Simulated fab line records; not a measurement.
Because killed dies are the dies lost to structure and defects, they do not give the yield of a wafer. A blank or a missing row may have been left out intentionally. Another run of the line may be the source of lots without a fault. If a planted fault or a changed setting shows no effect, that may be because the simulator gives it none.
Chamber matching -- flow sfq-line -- pecvd-04 running SFQ_TRILAYER_I7_DEP_PECVD_183: 3 sister chambers
The step deposits SiO2 from SiH4/N2O, time 111.11 s, target thk 500 nm. 6 wafers are shown with their chamber, then 7 later ones without.

EACH WAFER AND ITS CHAMBER
wafer,chamber,throttle-valve-pct (%),heater-power-w (W)
L361.1,2,24.4,78
L361.4,1,26.8,80
L362.1,2,24.6,81
L362.5,0,23.3,78
L365.2,1,26.7,75
L365.5,0,23.5,72

WAFERS WHOSE CHAMBER IS MISSING
wafer,throttle-valve-pct (%),heater-power-w (W)
L365.6,24.7,79
L368.2,23.6,79
L368.5,23.8,70
L368.6,26.8,82
L370.1,24.7,66
L370.3,26.7,80
L370.4,27.0,82

THE CHAMBER EACH PASSED THROUGH
wafer,from the rows above,in truth
L365.6,2,2
L368.2,0,0
L368.5,0,0
L368.6,1,1
L370.1,2,2
L370.3,1,1
L370.4,1,1
Correct placement for 7 of the 7. Can't be placed from these rows: 0. 0 placed wrongly.
How it was worked out, from the rows above alone: a wafer's distance from a chamber is the root of the sum, over the readings, of the square of ((its reading less the chamber's mean) divided by the reading's scatter). The wafer belongs to the nearest chamber; if the next one is less than 2 further off, it can't be placed. The mean given for a chamber averages the wafers shown for that chamber. The scatter: the root of (the sum of the squares of (reading less its chamber's mean) over the shown wafers, divided by (wafers less chambers)).
